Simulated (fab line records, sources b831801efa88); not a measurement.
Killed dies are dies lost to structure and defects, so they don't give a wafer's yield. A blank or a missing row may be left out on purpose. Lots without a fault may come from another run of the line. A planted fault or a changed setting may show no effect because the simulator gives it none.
One fault seen from 2 desks | flow sky130 | each desk has only its own numbers; what lay behind them comes last

THE METROLOGY DESK
What the gauges read, lot by lot, whatever tool the lot ran on: means of the sampled wafers that have a number. A lot is out of limits, marked OUT, if its mean lies more than 4 standard deviations from the usual mean; the brackets give that distance.
Columns: A = cd_nm at SKY_SONOS_ONO_CD_MEAS_13, usual 409.2 nm
lot  | first seen here | A
L833 | day 12 20:59    | 409.3
L834 | day 13 06:41    | 406.8
L836 | day 13 23:02    | 409.8
L838 | day 15 02:47    | 409.3
L839 | day 15 07:53    | 407.0
L841 | day 16 01:53    | 407.1
L843 | day 16 05:18    | 403.2
L845 | day 17 07:17    | 414.6
L850 | day 18 21:05    | 408.0
L851 | day 19 20:35    | 407.6
L852 | day 19 20:46    | 409.4
L854 | day 20 02:10    | 410.7
L855 | day 20 23:02    | 407.8
This desk's finding: nothing out of limits on any of the 13 lots.

THE TOOL OWNER'S DESK: wet_bench-04
The tool's own readings at SKY_FIELD_ISO_WET_ETCH_18 (etches Si3N4 in H3PO4, target depth 25 nm, time 286 s): means of the sampled wafers that have a number, for each lot that ran on this tool. A lot is out of limits, marked OUT, if its mean lies more than 4 standard deviations from the usual mean; the brackets give that distance.
Columns: A = run_length_s at SKY_FIELD_ISO_WET_ETCH_18, usual 314 s
lot  | first seen here | A
L839 | day 3 23:29     | 312
L841 | day 4 03:37     | 310
L843 | day 4 13:34     | 319
L845 | day 5 03:23     | 310
L850 | day 6 02:28     | 188 (-31) OUT
L851 | day 6 08:35     | 187 (-31) OUT
This desk's finding: out of limits on L850, L851; first on L850, day 6 02:28 (run_length_s at SKY_FIELD_ISO_WET_ETCH_18). In limits: L839, L841, L843, L845.

PUT TOGETHER
The tool owner's desk could have raised an alarm at day 6 02:28, on L850, L851.
The metrology desk saw nothing out of limits.
The metrology desk has L850, L851 on record, within its limits.
Of the lots named, all ran SKY_FIELD_ISO_WET_ETCH_18 on wet_bench-04.

WHAT THE SIMULATOR HAD PUT IN
Process parameter drift: wet_bench-04, from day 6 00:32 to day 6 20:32, at SKY_FIELD_ISO_WET_ETCH_18. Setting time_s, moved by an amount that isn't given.
Lots struck among those shown: L850, L851.
Hours from the fault's start to each desk's first reading out of limits: the tool owner's desk, 2.
